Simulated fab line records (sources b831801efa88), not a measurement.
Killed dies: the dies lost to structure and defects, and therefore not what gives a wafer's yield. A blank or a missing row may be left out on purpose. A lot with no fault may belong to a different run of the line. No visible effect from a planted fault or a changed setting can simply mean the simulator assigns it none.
A lot that was struck, set against a sound lot	flow sky130	21 out of 708 route steps
Sound: these wafers, L755.1, L755.2, L755.5. Wafers L772.1, L772.3, L772.4 were the ones struck. Last of all comes the cause.
For every step that has rows: the tool of each side, followed by ch and its chambers, followed by its first start. Under that, the readings that differ: sound wafers	struck wafers	difference of the means	sigmas: that difference in standard deviations of wafers without a fault.
alike: readings with means less than 2 such deviations apart, plus words and numbers identical on both sides. not compared: withheld readings, readings lacking a value on some wafer, bounds such as >300 that could conceal the same value, and numbers that have no deviation in the record and whose values overlap.
The two part at a step that has a row with sigmas, a row that says differs or no value, or rows on one side only. Numbers that don't overlap but have no deviation are shown without sigmas and don't part them. A reading missing from all wafers of one side parts the sides only when that side holds two or more wafers.

SKY_LI_CONTACT_CVD_21: deposits W, target thk 400 nm, time 120.56 s.
  sound on cvd_w-02 ch 0,1, day 30 06:32; struck on cvd_w-01 ch 0,1, day 35 17:35
  alike: heater_power_outer_w, heater_power_w
SKY_LI_CONTACT_RS_MEAS_22: a four-point-probe measurement.
  sound on film_metro-03 at day 30 06:40; struck on film_metro-02 at day 35 17:42
  alike: LI_CONTACT_W_RS
SKY_LI_CONTACT_THK_MEAS_23: measures by xrf.
  sound on film_metro-03 at day 30 06:47; struck on film_metro-02 at day 35 17:49
  alike: LI_CONTACT_W_THK
SKY_LI_CONTACT_CMP_24: polishes, stops on PSG, t overpolish 20 s, target thk 0 nm.
  sound on cmp-01 ch 0,1, day 30 06:51; struck on cmp-02 ch 0,1,2, day 35 17:53
reading	sound	struck	difference	sigmas
motor_current_A (A)	10.7 13.0 13.3	10.1 10.6 8.9	-2.5	-2
  alike: overpolish_run_s, time_to_endpoint_s
SKY_LOCAL_INTERCONNECT_SPUTTER_00: material TiN, target thk 100 nm, time 83.3 s.
  sound on pvd_sputter-04 at day 30 07:09; struck on pvd_sputter-03 at day 35 18:11
  alike: throttle_valve_pct
SKY_LOCAL_INTERCONNECT_RS_MEAS_01: a four-point-probe measurement.
  sound on film_metro-01 at day 30 07:13; struck on film_metro-04 at day 35 18:14
  alike: LOCAL_INTERCONNECT_TIN_RS
SKY_LOCAL_INTERCONNECT_THK_MEAS_02: measures by xrf.
  sound on film_metro-01 at day 30 07:20; struck on film_metro-04 at day 35 18:22
  alike: LOCAL_INTERCONNECT_TIN_THK
then, 5 steps without rows for these wafers: SKY_LOCAL_INTERCONNECT_DEHYDRATE_03 (time 60 s); SKY_LOCAL_INTERCONNECT_HMDS_04 (prime time 60 s); SKY_LOCAL_INTERCONNECT_COAT_05 (resist thk 60 nm); SKY_LOCAL_INTERCONNECT_COAT_06 (resist thk 450 nm); SKY_LOCAL_INTERCONNECT_SOFTBAKE_07 (time 90 s).
SKY_LOCAL_INTERCONNECT_EXPOSE_08: exposes mask LI1M, target cd 170 nm.
  sound on krf_scanner-02 ch 0, day 30 20:54; struck on krf_scanner-01 ch 0, day 36 07:11
reading	sound	struck	difference	sigmas
exposure_dose_mJ_cm2	27.95 27.96 27.93	30.52 30.54 30.53	+2.58	+70
  alike: mask
then, 2 steps without rows for these wafers: SKY_LOCAL_INTERCONNECT_PEB_09; SKY_LOCAL_INTERCONNECT_DEVELOP_10 (develop time 60 s).
SKY_LOCAL_INTERCONNECT_CD_MEAS_11 targets a cd of 170 nm.
  sound on cd_sem-01 at day 31 10:40; struck on cd_sem-02 at day 36 20:19
reading	sound	struck	difference	sigmas
cd_nm (nm)	172.2 171.5 169.7	150.2 149.4 151.8	-20.7	-17
SKY_LOCAL_INTERCONNECT_OVL_MEAS_12:
  sound on overlay-01 at day 31 10:47; struck on overlay-02 at day 36 20:26
reading	sound	struck	difference	sigmas
LOCAL_INTERCONNECT_OVL (nm)	-9 -7 -10	11 12 12	+20	+4
SKY_LOCAL_INTERCONNECT_ETCH_13: etches BARC in N2/H2, stops on SiO2, time 45.9 s, target depth 60 nm.
  sound on rie_metal-04 ch 0,1, day 31 10:49; struck on rie_metal-04 ch 0,1, day 36 20:28
reading	sound	struck	difference	sigmas
model.LOCAL_INTERCONNECT.cd_nm (nm)	171.6 170.9 169.4	149.6 147.4 150.9	-21.3	
  alike: bias_w, drypump_motor_current_A, h2_flow_sccm, oes_product_au, throttle_valve_pct
  not compared: rf_hours_counter_h
SKY_LOCAL_INTERCONNECT_METAL_ETCH_14: etches TiN in Cl2/BCl3, stops on PSG, target depth 110 nm, time 31.4 s.
  sound on rie_metal-04 ch 0,1, day 31 10:53; struck on rie_metal-04 ch 0,1, day 36 20:32
reading	sound	struck	difference	sigmas
model.LOCAL_INTERCONNECT.cd_nm (nm)	171.8 170.3 169.4	149.1 147.2 149.5	-21.9	
  alike: bias_w, drypump_motor_current_A, oes_product_au, throttle_valve_pct
  not compared: rf_hours_counter_h
SKY_LOCAL_INTERCONNECT_STRIP_15: strips in O2/N2.
  sound on plasma_asher-01 ch 0,1, day 31 10:56; struck on plasma_asher-01 ch 0,1, day 36 20:35
  alike: drypump_motor_current_A, o2_flow_sccm, oes_product_au, strip_time_to_endpoint_s
  not compared: rf_hours_counter_h
-- here the record skips 14 days between the struck wafers' starts before and after, leaving off in module LOCAL_INTERCONNECT and picking up in module PAD_OPEN (first step shown: number 708 of the route) --
SKY_PAD_OPEN_PROBE_99:
  sound on prober-01 at day 46 15:29; struck on prober-01 at day 50 10:41
reading	sound	struck	difference	sigmas
model.etest.res_li.line_ohm_um	74.32 75.38 74.56	83.5 85.62 84.7	+9.9	
model.etest.mcon_chain.rc_ohm	16.94 16.9 17.2	17.74 18.73 18.45	+1.29	
  alike: killed_at_M0_to_M3, killed_at_M4_up, killed_at_contacts, killed_at_front_end, killed_at_other, killed_dies, killed_open, killed_short

## WHERE THEY PART
Last at SKY_LOCAL_INTERCONNECT_OVL_MEAS_12 as far as this record goes, first at SKY_LI_CONTACT_CMP_24. Later steps at which nothing parts them and some readings are alike: SKY_LOCAL_INTERCONNECT_ETCH_13, SKY_LOCAL_INTERCONNECT_METAL_ETCH_14, SKY_LOCAL_INTERCONNECT_STRIP_15, SKY_PAD_OPEN_PROBE_99.

WHY: the cause the simulator had injected
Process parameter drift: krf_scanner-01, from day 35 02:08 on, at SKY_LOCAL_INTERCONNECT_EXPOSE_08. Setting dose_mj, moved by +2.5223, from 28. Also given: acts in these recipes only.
